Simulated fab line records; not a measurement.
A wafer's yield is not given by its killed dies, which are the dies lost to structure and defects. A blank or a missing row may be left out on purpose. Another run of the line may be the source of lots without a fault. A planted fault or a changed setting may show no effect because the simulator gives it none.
fab line records	flow sky130
record lots=6	wafers=18	last-day=50
route steps=708 shown PWDE@84 VT_ADJUST_HVTP@85 VT_ADJUST_LVTN@97 VT_ADJUST_NCORE@119 PAD_OPEN@708
lots with no fault: from the same line, run without faults
start-h: the number of hours between the record's first day and the start of the first shown wafer of the lot	wait-h: hours from the lot's prior step to this one	" as in the row above	L1.1+2: a row that stands for several wafers	- either no value or no given start	* or withheld: withheld	< > ~ a bound
route shown NAME@n: names a module that has steps shown in the file, with the first one's number in the route	usual: mean and standard deviation over wafers with no fault	same: alike in all rows	chamber/n: place in a boat	sites: the reading at each site	_std_site: the standard deviation of these	_edge_site: mean of outer sites minus mean of inner sites	radius-mm: for every site, how far away it sits from the centre of the wafer	mask NAME#n: copy n	behind: the tool/chamber that last shaped the wafer	hold: what put the lot on hold/how long, in hours/how the hold closed	device: the transistor (n, p or np) that didn't switch	end of line: at the end of the route, the tests of the same wafers	a step given without rows: its recipe and nothing more	killed: the dies lost at the first sort to structure and to defects; this is not the yield of the wafer	map: per-die view of a wafer (x killed, . not killed, _ where there is no die)
set.NAME: setting as actually run; set.NAME@STEP: the setting as run at that earlier step	model.NAME: the simulator's own value behind a step, which no gauge read
certain route steps with their lots: each step a table, each wafer a row
services: when a tool's chamber went out of use (start-h, in hours from the record's first day, below 0 if earlier), for how many hours, and the reason
## steps
# step SKY_NWELL_RS_MEAS_31
# recipe thk-meas-gauge=four-point-probe
# usual PWDE_RS=5269/14
lot.wafer	tool	chamber	start-h	wait-h	PWDE_RS[ohm/sq]
L410.2	film-metro-04	-	130.09	0.1	5273
L410.3	"	-	"	"	5268
L410.5	"	-	"	"	5276
L412.2	film-metro-01	-	139.44	0.1	5263
L412.3	"	-	"	"	5268
L412.6	"	-	"	"	5285
L416.1	film-metro-02	-	162.33	0.1	5280
L416.2	"	-	"	"	5271
L416.6	"	-	"	"	5288
L417.1	film-metro-04	-	170.32	0.1	5284
L417.5	"	-	"	"	5278
L417.6	"	-	"	"	5279
L428.2	film-metro-01	-	238.59	0.1	5280
L428.3	"	-	"	"	5266
L428.5	"	-	"	"	5259
L429.1	film-metro-02	-	244.38	0.1	5285
L429.3	"	-	"	"	5280
L429.4	"	-	"	"	5269
# step SKY_VT_ADJUST_HVTP_DEHYDRATE_00
# recipe temp-c=200	time-s=60
# step SKY_VT_ADJUST_HVTP_HMDS_01
# recipe prime-time-s=60	prime-temp-c=120
# step SKY_VT_ADJUST_HVTP_COAT_02
# recipe resist=NOVOLAK	spin-rpm=3000	resist-thk-nm=1140
# step SKY_VT_ADJUST_HVTP_SOFTBAKE_03
# recipe temp-c=90	time-s=60	resist=NOVOLAK
# step SKY_VT_ADJUST_HVTP_EXPOSE_04
# recipe mask-id=HVTPM	na=0.6	source-shape=conventional	sigma-outer=0.6	polarization=unpolarized	target-cd-nm=380	dose-mj=140
# step SKY_VT_ADJUST_HVTP_PEB_05
# recipe temp-c=withheld	time-s=*	resist=NOVOLAK
# step SKY_VT_ADJUST_HVTP_DEVELOP_06
# recipe resist=NOVOLAK	developer=TMAH	develop-time-s=60	dev-temp-c=23
# step SKY_VT_ADJUST_HVTP_CD_MEAS_07
# recipe target-cd-nm=380
# usual cd-nm=379.2/2.7
lot.wafer	tool	chamber	start-h	wait-h	cd-nm
L410.2	cd-sem-02	-	148.46	0.1	382.6
L410.3	"	-	"	"	381.2
L410.5	"	-	"	"	380.7
L412.2	cd-sem-02	-	159.00	0.1	378.1
L412.3	"	-	"	"	379.9
L412.6	"	-	"	"	376.6
L416.1	cd-sem-01	-	182.69	0.1	377.2
L416.2	"	-	"	"	378.6
L416.6	"	-	"	"	380.2
L417.1	cd-sem-02	-	190.79	0.1	383.3
L417.5	"	-	"	"	383.1
L417.6	"	-	"	"	382.3
L428.2	cd-sem-02	-	262.31	0.1	377.4
L428.3	"	-	"	"	376.1
L428.5	"	-	"	"	378.6
L429.1	cd-sem-01	-	267.69	0.1	378.2
L429.3	"	-	"	"	374.2
L429.4	"	-	"	"	377.6
# step SKY_VT_ADJUST_HVTP_OVL_MEAS_08
# usual VT_ADJUST_HVTP_OVL=-1.4/1.5
lot.wafer	tool	chamber	start-h	wait-h	VT_ADJUST_HVTP_OVL[nm]
L410.2	overlay-01	-	148.57	0.1	0.4
L410.3	"	-	"	"	-0.2
L410.5	"	-	"	"	0.1
L412.2	overlay-02	-	159.10	0.1	1.0
L412.3	"	-	"	"	-2.7
L412.6	"	-	"	"	0.9
L416.1	overlay-02	-	182.81	0.1	-3.2
L416.2	"	-	"	"	-4.5
L416.6	"	-	"	"	-2.4
L417.1	overlay-02	-	190.91	0.1	-1.2
L417.5	"	-	"	"	-2.1
L417.6	"	-	"	"	-1.2
L428.2	overlay-02	-	262.41	0.1	-1.8
L428.3	"	-	"	"	-1.9
L428.5	"	-	"	"	-3.1
L429.1	overlay-01	-	267.81	0.1	0.9
L429.3	"	-	"	"	0.2
L429.4	"	-	"	"	-0.3
# step SKY_VT_ADJUST_HVTP_IMPLANT_09
# recipe species=As	energy-kev=150	dose-cm2=4.3e+12	tilt-deg=withheld
# step SKY_VT_ADJUST_HVTP_STRIP_10
# recipe chemistry=O2/N2	power-w=1400	pressure-mtorr=1500	platen-temp-c=withheld	o2-flow-sccm=3000	n2-flow-sccm=300	overash-fraction=0.5
# usual drypump-motor-current-A=5.7/0.45	oes-product-au=0.716/0.0043	strip-time-to-endpoint-s=14.20/0.038
# same overash-fraction=0.5
lot.wafer	tool	chamber	start-h	wait-h	drypump-motor-current-A	oes-product-au	rf-hours-counter-h	strip-time-to-endpoint-s
L410.2	plasma-asher-01	1	148.75	0.1	5.9	0.715	47	14.20
L410.3	"	1	"	"	5.9	0.712	-	14.20
L410.5	"	1	"	"	5.9	0.717	-	14.23
L412.2	plasma-asher-04	1	159.28	0.1	6.1	0.720	32	14.19
L412.3	"	0	"	"	6.2	0.722	-	14.18
L412.6	"	1	"	"	6.1	0.712	-	14.20
L416.1	plasma-asher-01	0	183.00	0.1	5.0	0.714	50	14.15
L416.2	"	1	"	"	5.9	0.715	50	14.13
L416.6	"	0	"	"	5.0	0.723	-	14.15
L417.1	plasma-asher-01	1	191.10	0.1	5.9	0.716	51	14.17
L417.5	"	0	"	"	5.0	0.718	-	14.17
L417.6	"	1	"	"	5.9	0.718	-	14.23
L428.2	plasma-asher-01	1	262.59	0.1	5.9	0.712	58	14.18
L428.3	"	0	"	"	5.0	0.710	-	14.25
L428.5	"	1	"	"	5.9	0.712	-	14.24
L429.1	plasma-asher-01	0	268.00	0.1	5.0	0.716	59	14.17
L429.3	"	0	"	"	5.0	0.718	-	14.20
L429.4	"	1	"	"	5.8	0.716	-	14.17
# step SKY_VT_ADJUST_HVTP_TW_MEAS_11
# usual VT_ADJUST_HVTP_TW=1366/8.6
lot.wafer	tool	chamber	start-h	wait-h	VT_ADJUST_HVTP_TW
L410.2	film-metro-03	-	148.86	0.1	1377
L410.3	"	-	"	"	1365
L410.5	"	-	"	"	1369
L412.2	film-metro-04	-	159.39	0.1	1349
L412.3	"	-	"	"	1358
L412.6	"	-	"	"	1361
L416.1	film-metro-02	-	183.10	0.1	1379
L416.2	"	-	"	"	1379
L416.6	"	-	"	"	1378
L417.1	film-metro-04	-	191.20	0.1	1367
L417.5	"	-	"	"	1370
L417.6	"	-	"	"	1357
L428.2	film-metro-04	-	262.70	0.1	1368
L428.3	"	-	"	"	1361
L428.5	"	-	"	"	1356
L429.1	film-metro-04	-	268.10	0.1	1352
L429.3	"	-	"	"	1356
L429.4	"	-	"	"	1353
# step SKY_VT_ADJUST_LVTN_DEHYDRATE_00
# recipe temp-c=200	time-s=60
# step SKY_VT_ADJUST_LVTN_HMDS_01
# recipe prime-time-s=60	prime-temp-c=120
# step SKY_VT_ADJUST_LVTN_COAT_02
# recipe spin-rpm=2000	resist-thk-nm=3000
# step SKY_VT_ADJUST_LVTN_SOFTBAKE_03
# recipe temp-c=110	time-s=withheld
# step SKY_VT_ADJUST_LVTN_EXPOSE_04
# recipe mask-id=NWM_COMPLEMENT_LESS_NATIVE	na=0.6	source-shape=conventional	sigma-outer=0.6	polarization=unpolarized	target-cd-nm=840	dose-mj=194
# step SKY_VT_ADJUST_LVTN_PEB_05
# recipe temp-c=115	time-s=withheld
# step SKY_VT_ADJUST_LVTN_DEVELOP_06
# recipe wall-angle-deg=90	developer=TMAH	develop-time-s=60	dev-temp-c=23
# step SKY_VT_ADJUST_LVTN_OVL_MEAS_07
# usual VT_ADJUST_LVTN_OVL=0.3/1.3
lot.wafer	tool	chamber	start-h	wait-h	VT_ADJUST_LVTN_OVL[nm]
L410.2	overlay-01	-	168.63	-	2.2
L410.3	"	-	"	"	0.0
L410.5	"	-	"	"	-0.3
L412.2	overlay-02	-	179.48	-	-1.4
L412.3	"	-	"	"	-0.2
L412.6	"	-	"	"	0.0
L416.1	overlay-01	-	204.74	-	0.0
L416.2	"	-	"	"	0.4
L416.6	"	-	"	"	0.7
L417.1	overlay-01	-	212.13	-	0.2
L417.5	"	-	"	"	2.8
L417.6	"	-	"	"	2.8
L428.2	overlay-02	-	287.34	-	-0.4
L428.3	"	-	"	"	-1.8
L428.5	"	-	"	"	0.7
L429.1	overlay-01	-	292.88	-	2.0
L429.3	"	-	"	"	1.9
L429.4	"	-	"	"	-0.3
# step SKY_VT_ADJUST_LVTN_IMPLANT_08
# recipe species=B	energy-kev=30	dose-cm2=1.57e+12	tilt-deg=withheld
# step SKY_VT_ADJUST_LVTN_STRIP_09
# recipe chemistry=O2/N2	power-w=1400	pressure-mtorr=1500	platen-temp-c=withheld	o2-flow-sccm=3000	n2-flow-sccm=300	overash-fraction=0.5
# usual drypump-motor-current-A=5.82/0.27	oes-product-au=0.723/0.0044	strip-time-to-endpoint-s=36.98/0.079
# same overash-fraction=0.5
lot.wafer	tool	chamber	start-h	wait-h	drypump-motor-current-A	oes-product-au	rf-hours-counter-h	strip-time-to-endpoint-s
L410.2	plasma-asher-02	0	168.81	0.1	6.07	0.724	51	37.09
L410.3	"	0	"	"	6.08	0.730	-	37.14
L410.5	"	0	"	"	6.08	0.719	-	37.10
L412.2	plasma-asher-03	0	179.66	0.1	5.54	0.718	7	37.07
L412.3	"	0	"	"	5.53	0.728	-	37.12
L412.6	"	1	"	"	5.59	0.724	-	37.13
L416.1	plasma-asher-03	0	204.93	0.1	5.57	0.725	10	36.91
L416.2	"	1	"	"	5.61	0.721	10	36.93
L416.6	"	0	"	"	5.60	0.718	-	36.93
L417.1	plasma-asher-04	1	212.31	0.1	6.07	0.723	37	37.02
L417.5	"	1	"	"	6.06	0.721	-	37.08
L417.6	"	0	"	"	6.22	0.720	-	37.01
L428.2	plasma-asher-04	0	287.52	0.1	6.23	0.722	45	36.89
L428.3	"	1	"	"	6.07	0.721	-	36.92
L428.5	"	0	"	"	6.19	0.728	-	37.07
L429.1	plasma-asher-03	0	293.07	0.1	5.56	0.724	18	37.08
L429.3	"	1	"	"	5.61	0.723	-	37.03
L429.4	"	0	"	"	5.53	0.726	-	37.06
# step SKY_VT_ADJUST_LVTN_TW_MEAS_10
# usual VT_ADJUST_LVTN_TW=241.7/2
lot.wafer	tool	chamber	start-h	wait-h	VT_ADJUST_LVTN_TW
L410.2	film-metro-04	-	168.92	0.1	243.4
L410.3	"	-	"	"	243.1
L410.5	"	-	"	"	242.4
L412.2	film-metro-03	-	179.77	0.1	243.2
L412.3	"	-	"	"	242.3
L412.6	"	-	"	"	245.1
L416.1	film-metro-04	-	205.03	0.1	241.3
L416.2	"	-	"	"	242.3
L416.6	"	-	"	"	242.4
L417.1	film-metro-03	-	212.41	0.1	243.2
L417.5	"	-	"	"	241.7
L417.6	"	-	"	"	242.1
L428.2	film-metro-03	-	287.63	0.1	243.2
L428.3	"	-	"	"	242.7
L428.5	"	-	"	"	243.7
L429.1	film-metro-04	-	293.17	0.1	243.0
L429.3	"	-	"	"	243.1
L429.4	"	-	"	"	243.8
# step SKY_VT_ADJUST_LVTN_DEHYDRATE_11
# recipe temp-c=200	time-s=60
# step SKY_VT_ADJUST_LVTN_HMDS_12
# recipe prime-time-s=60	prime-temp-c=120
# step SKY_VT_ADJUST_LVTN_COAT_13
# recipe resist=NOVOLAK	spin-rpm=3000	resist-thk-nm=1140
# step SKY_VT_ADJUST_LVTN_SOFTBAKE_14
# recipe temp-c=90	time-s=60	resist=NOVOLAK
# step SKY_VT_ADJUST_LVTN_EXPOSE_15
# recipe mask-id=HVN_STD_DERIVED	na=0.6	source-shape=conventional	sigma-outer=0.6	polarization=unpolarized	target-cd-nm=600	dose-mj=163
# step SKY_VT_ADJUST_LVTN_PEB_16
# recipe temp-c=withheld	time-s=*	resist=NOVOLAK
# step SKY_VT_ADJUST_LVTN_DEVELOP_17
# recipe resist=NOVOLAK	developer=TMAH	develop-time-s=60	dev-temp-c=23
# step SKY_VT_ADJUST_LVTN_OVL_MEAS_18
# usual VT_ADJUST_LVTN_01_OVL=0.4/1.7
lot.wafer	tool	chamber	start-h	wait-h	VT_ADJUST_LVTN_01_OVL[nm]
L410.2	overlay-02	-	189.50	0.1	-1.6
L410.3	"	-	"	"	1.6
L410.5	"	-	"	"	0.7
L412.2	overlay-02	-	200.74	0.1	-0.2
L412.3	"	-	"	"	0.6
L412.6	"	-	"	"	1.9
L416.1	overlay-01	-	226.73	0.1	3.6
L416.2	"	-	"	"	3.6
L416.6	"	-	"	"	4.2
L417.1	overlay-02	-	233.73	0.1	0.5
L417.5	"	-	"	"	0.6
L417.6	"	-	"	"	0.6
L428.2	overlay-02	-	312.99	0.1	-1.6
L428.3	"	-	"	"	2.1
L428.5	"	-	"	"	0.3
L429.1	overlay-01	-	318.03	0.1	2.2
L429.3	"	-	"	"	0.2
L429.4	"	-	"	"	1.2
# step SKY_VT_ADJUST_LVTN_IMPLANT_19
# recipe species=B	energy-kev=30	dose-cm2=6.5e+11	tilt-deg=withheld
# step SKY_VT_ADJUST_LVTN_STRIP_20
# recipe chemistry=O2/N2	power-w=1400	pressure-mtorr=1500	platen-temp-c=withheld	o2-flow-sccm=3000	n2-flow-sccm=300	overash-fraction=0.5
# usual drypump-motor-current-A=5.88/0.26	oes-product-au=0.716/0.0048	strip-time-to-endpoint-s=14.21/0.033
# same overash-fraction=0.5
lot.wafer	tool	chamber	start-h	wait-h	drypump-motor-current-A	oes-product-au	rf-hours-counter-h	strip-time-to-endpoint-s
L410.2	plasma-asher-03	0	189.68	0.1	5.59	0.725	8	14.19
L410.3	"	1	"	"	5.59	0.707	-	14.18
L410.5	"	0	"	"	5.56	0.718	-	14.20
L412.2	plasma-asher-02	0	200.92	0.1	6.09	0.717	54	14.23
L412.3	"	0	"	"	6.07	0.709	-	14.24
L412.6	"	1	"	"	5.69	0.718	-	14.28
L416.1	plasma-asher-04	1	226.92	0.1	6.09	0.717	39	14.19
L416.2	"	0	"	"	6.20	0.721	39	14.22
L416.6	"	1	"	"	6.09	0.717	-	14.22
L417.1	plasma-asher-03	1	233.92	0.1	5.60	0.711	12	14.21
L417.5	"	1	"	"	5.62	0.721	-	14.23
L417.6	"	0	"	"	5.54	0.714	-	14.23
L428.2	plasma-asher-04	1	313.17	0.1	6.09	0.711	47	14.13
L428.3	"	1	"	"	6.08	0.712	-	14.23
L428.5	"	1	"	"	6.09	0.717	-	14.21
L429.1	plasma-asher-02	1	318.22	0.1	5.74	0.713	66	14.14
L429.3	"	0	"	"	6.09	0.714	-	14.21
L429.4	"	1	"	"	5.73	0.722	-	14.20
# step SKY_VT_ADJUST_LVTN_TW_MEAS_21
# usual VT_ADJUST_LVTN_2_TW=187.4/2
lot.wafer	tool	chamber	start-h	wait-h	VT_ADJUST_LVTN_2_TW
L410.2	film-metro-01	-	189.79	0.1	185.4
L410.3	"	-	"	"	186.6
L410.5	"	-	"	"	185.8
L412.2	film-metro-01	-	201.03	0.1	185.7
L412.3	"	-	"	"	186.0
L412.6	"	-	"	"	185.5
L416.1	film-metro-01	-	227.02	0.1	184.6
L416.2	"	-	"	"	185.1
L416.6	"	-	"	"	185.3
L417.1	film-metro-01	-	234.02	0.1	184.7
L417.5	"	-	"	"	185.4
L417.6	"	-	"	"	184.6
L428.2	film-metro-01	-	313.28	0.1	185.5
L428.3	"	-	"	"	186.5
L428.5	"	-	"	"	186.1
L429.1	film-metro-03	-	318.32	0.1	189.7
L429.3	"	-	"	"	189.7
L429.4	"	-	"	"	190.5
# step SKY_VT_ADJUST_NCORE_DEHYDRATE_00
# recipe temp-c=200	time-s=60
# step SKY_VT_ADJUST_NCORE_HMDS_01
# recipe prime-time-s=60	prime-temp-c=120
# step SKY_VT_ADJUST_NCORE_COAT_02
# recipe resist=NOVOLAK	spin-rpm=3000	resist-thk-nm=1140
# step SKY_VT_ADJUST_NCORE_SOFTBAKE_03
# recipe temp-c=90	time-s=60	resist=NOVOLAK
# step SKY_VT_ADJUST_NCORE_EXPOSE_04
# recipe mask-id=LVTN_COMPLEMENT_THIN	na=0.6	source-shape=conventional	sigma-outer=0.6	polarization=unpolarized	target-cd-nm=380	dose-mj=139
# step SKY_VT_ADJUST_NCORE_PEB_05
# recipe temp-c=withheld	time-s=*	resist=NOVOLAK
# step SKY_PAD_OPEN_PROBE_99
# usual killed_at_M0_to_M3=44/7.2	killed_at_M4_up=3.5/1.8	killed-at-contacts=25/5.1	killed-at-front-end=14/4.4	killed-at-other=0.4/0.58	killed-dies=87/9.1	killed-open=48/6.9	killed-short=38/6.3
# same gross-dies=492	killed-at-back-side=0
lot.wafer	tool	chamber	start-h	wait-h	killed_at_M0_to_M3	killed_at_M4_up	killed-at-contacts	killed-at-front-end	killed-at-other	killed-dies	killed-open	killed-short
L412.2	prober-02	-	1111.49	0.1	50	3	28	21	0	102	56	46
L412.3	prober-02	-	1111.54	0.2	54	2	25	10	0	91	49	42
L412.6	prober-02	-	1111.69	0.2	51	3	22	11	1	88	47	40
L416.1	prober-02	-	1136.51	0.1	50	2	24	45	0	121	45	39
L416.2	prober-02	-	1136.56	0.1	44	4	20	14	1	83	42	41
L416.6	prober-02	-	1136.76	0.2	32	5	20	49	0	106	33	37
L417.1	prober-02	-	1143.15	0.1	41	3	32	10	0	86	51	35
L417.5	prober-02	-	1143.35	0.2	57	6	28	40	0	131	52	50
L417.6	prober-02	-	1143.40	0.2	37	1	25	9	0	72	43	29
L428.2	prober-01	-	1195.91	0.1	56	7	26	11	0	100	51	49
L428.3	prober-01	-	1195.96	0.2	61	2	30	12	0	105	59	46
L428.5	prober-01	-	1196.06	0.2	47	3	25	18	0	93	63	30
L429.1	prober-02	-	1200.66	0.1	55	3	26	19	0	103	58	45
L429.3	prober-02	-	1200.76	0.2	37	6	32	20	0	95	60	35
L429.4	prober-02	-	1200.81	0.2	53	3	23	11	0	90	52	38
# killed by level:class
L412.2 CONTACT:geometric-particle:open=11 VIA1:geometric-particle:open=10 FIELD_ISO:geometric-particle:open=9 VIA3:geometric-particle:open=7 POLY_GATE:geometric-particle:open=7 METAL2:geometric-particle:short=7 METAL1:geometric-particle:short=7 CONTACT:geometric-particle:short=6
L412.3 CONTACT:geometric-particle:open=9 METAL1:geometric-particle:short=9 LI_CONTACT:geometric-particle:open=8 VIA3:geometric-particle:open=8 VIA1:geometric-particle:open=8 VIA2:geometric-particle:open=6 FIELD_ISO:geometric-particle:short=5 CONTACT:geometric-particle:short=5
L412.6 VIA1:geometric-particle:open=14 CONTACT:geometric-particle:open=11 VIA1:geometric-particle:short=9 VIA2:geometric-particle:short=6 METAL1:geometric-particle:short=5 VIA3:geometric-particle:open=4 VIA2:geometric-particle:open=4 LI_CONTACT:geometric-particle:short=3
L416.1 VT_ADJUST_HVTP:unspecified=37 VIA1:geometric-particle:open=12 LI_CONTACT:geometric-particle:open=7 CONTACT:geometric-particle:open=7 VIA3:geometric-particle:open=6 VIA3:geometric-particle:short=6 LI_CONTACT:geometric-particle:short=5 VIA1:geometric-particle:short=5
L416.2 VIA1:geometric-particle:open=12 VIA1:geometric-particle:short=10 CONTACT:geometric-particle:open=8 VIA2:geometric-particle:open=6 LI_CONTACT:geometric-particle:open=5 VIA2:geometric-particle:short=5 FIELD_ISO:geometric-particle:open=4 POLY_GATE:geometric-particle:short=4
L416.6 VT_ADJUST_HVTP:unspecified=35 LI_CONTACT:geometric-particle:open=8 VIA1:geometric-particle:open=8 CONTACT:geometric-particle:open=6 METAL3:geometric-particle:short=5 FIELD_ISO:geometric-particle:short=3 POLY_GATE:geometric-particle:open=3 POLY_GATE:geometric-particle:short=3
L417.1 VIA1:geometric-particle:open=13 CONTACT:geometric-particle:open=11 LI_CONTACT:geometric-particle:open=8 VIA2:geometric-particle:open=5 LOCAL_INTERCONNECT:geometric-particle:short=5 METAL2:geometric-particle:short=5 CONTACT:geometric-particle:short=4 VIA3:geometric-particle:open=4
L417.5 VT_ADJUST_HVTP:unspecified=29 LI_CONTACT:geometric-particle:open=12 VIA1:geometric-particle:short=10 VIA2:geometric-particle:open=10 METAL2:geometric-particle:short=8 VIA1:geometric-particle:open=7 VIA3:geometric-particle:open=7 CONTACT:geometric-particle:short=6
L417.6 CONTACT:geometric-particle:open=11 VIA1:geometric-particle:open=11 POLY_GATE:geometric-particle:open=6 METAL1:geometric-particle:short=6 VIA3:geometric-particle:open=5 LOCAL_INTERCONNECT:geometric-particle:short=4 CONTACT:geometric-particle:short=4 VIA2:geometric-particle:open=4
L428.2 VIA1:geometric-particle:open=15 CONTACT:geometric-particle:open=9 LI_CONTACT:geometric-particle:open=8 VIA1:geometric-particle:short=8 VIA3:geometric-particle:open=8 LOCAL_INTERCONNECT:geometric-particle:short=7 METAL4:geometric-particle:short=6 VIA2:geometric-particle:short=5
L428.3 VIA1:geometric-particle:open=17 CONTACT:geometric-particle:open=12 VIA2:geometric-particle:open=10 METAL2:geometric-particle:short=7 LI_CONTACT:geometric-particle:open=6 VIA2:geometric-particle:short=6 LI_CONTACT:geometric-particle:short=5 CONTACT:geometric-particle:short=5
L428.5 CONTACT:geometric-particle:open=13 VIA1:geometric-particle:open=13 VIA3:geometric-particle:open=8 LI_CONTACT:geometric-particle:open=7 FIELD_ISO:geometric-particle:open=6 POLY_GATE:geometric-particle:open=5 POLY_GATE:geometric-particle:short=4 VIA1:geometric-particle:short=4
L429.1 VIA1:geometric-particle:open=21 CONTACT:geometric-particle:open=9 CONTACT:geometric-particle:short=9 VIA2:geometric-particle:open=8 METAL2:geometric-particle:short=8 POLY_GATE:geometric-particle:short=7 VIA3:geometric-particle:open=6 POLY_GATE:geometric-particle:open=5
L429.3 VIA1:geometric-particle:open=12 CONTACT:geometric-particle:open=12 LI_CONTACT:geometric-particle:open=9 FIELD_ISO:geometric-particle:open=8 VIA2:geometric-particle:open=5 FIELD_ISO:geometric-particle:short=4 POLY_GATE:geometric-particle:open=4 VIA1:geometric-particle:short=4
L429.4 VIA1:geometric-particle:open=16 VIA2:geometric-particle:open=8 VIA3:geometric-particle:open=8 CONTACT:geometric-particle:short=6 CONTACT:geometric-particle:open=6 LI_CONTACT:geometric-particle:open=5 METAL2:geometric-particle:short=5 VIA2:geometric-particle:short=5
# map L416.1 (x killed, . not)
__________..x..xxxxx_________
________....x.xxxxxxx._______
______.x.....xxxxxxxxx.._____
_____x..x...xxxxxxxxx...x____
____.....xx...xxxxxx.x....___
___x....x.....x.xx.x...x...__
__............x............._
_....................x...x.x.
_x....x........x....x.......x
_.....x.........x.........x..
_.....x..x....x.x.x..........
_....x..xx..x.....x.x.x....x.
_....x.......................
_.......x...........x...xxx..
_............x.x.......x...x.
__.xx.x..x.xxx.....x...x...._
___..x...x..............x..__
____....x....x......xx....___
_____.x........x....xxxxx____
______x.x.x......xx....._____
________...x.xx...x..._______
__________...x..x..._________
# map L417.5 (x killed, . not)
__________.....xxx.x_________
________......xxxxxx.x_______
______..x....xxxxxxxx.x._____
_____...x...xxxxxxxx....x____
____.xx.....x..xxxxxxx....___
___........x.xxx...x.......__
__..x...x.x...x.........x..._
_.....x.x.........x..xx....x.
_.x........x..........x......
_...xxx.x..........xx.......x
_..x.....x..x..x...xxxxx..x..
_...x.x...x......x.....x.....
_..............x....x.......x
_......x..xxx.x.........xxx.x
_......xx.xx...x...x.x.....x.
__x.......xx.x..x..........._
___..xx.x.x............x...__
____.xx........x.x......xx___
_____.x..................____
______xx..........x....._____
________.x..x.x...x.xx_______
__________...xx...x._________
## services
tool	chamber	start-h	hours	kind
plasma-asher-02	-	126.50	2.8	pm
plasma-asher-04	-	127.61	28.1	pm
plasma-asher-01	-	130.29	4.3	repair
## key
first-sign step=SKY_PAD_OPEN_PROBE_99	reading=killed-at-front-end	direction=up	sigmas=6.9	usual=14	struck=45
effect step=SKY_PAD_OPEN_PROBE_99	reading=killed-dies	direction=up	sigmas=3.6	usual=87	struck=119
met-at SKY_VT_ADJUST_HVTP_STRIP_10
struck-wafers L416.1,L416.6,L417.5
tester-left-out L416,L417
fault kind=chamber-particle-source	tool=plasma-asher-01	chamber=0	onset-h=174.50	steps=SKY_VT_ADJUST_HVTP_STRIP_10	rate-per-visit-cm2=0.4442	end-h=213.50
# tester-left-out: of these lots the tester's yield and bins aren't shown, on N5 and GAA mostly nor the transistor test; their killed dies are dies lost to structure and defects alone, not to doping, threshold or leakage, so they don't give the yield
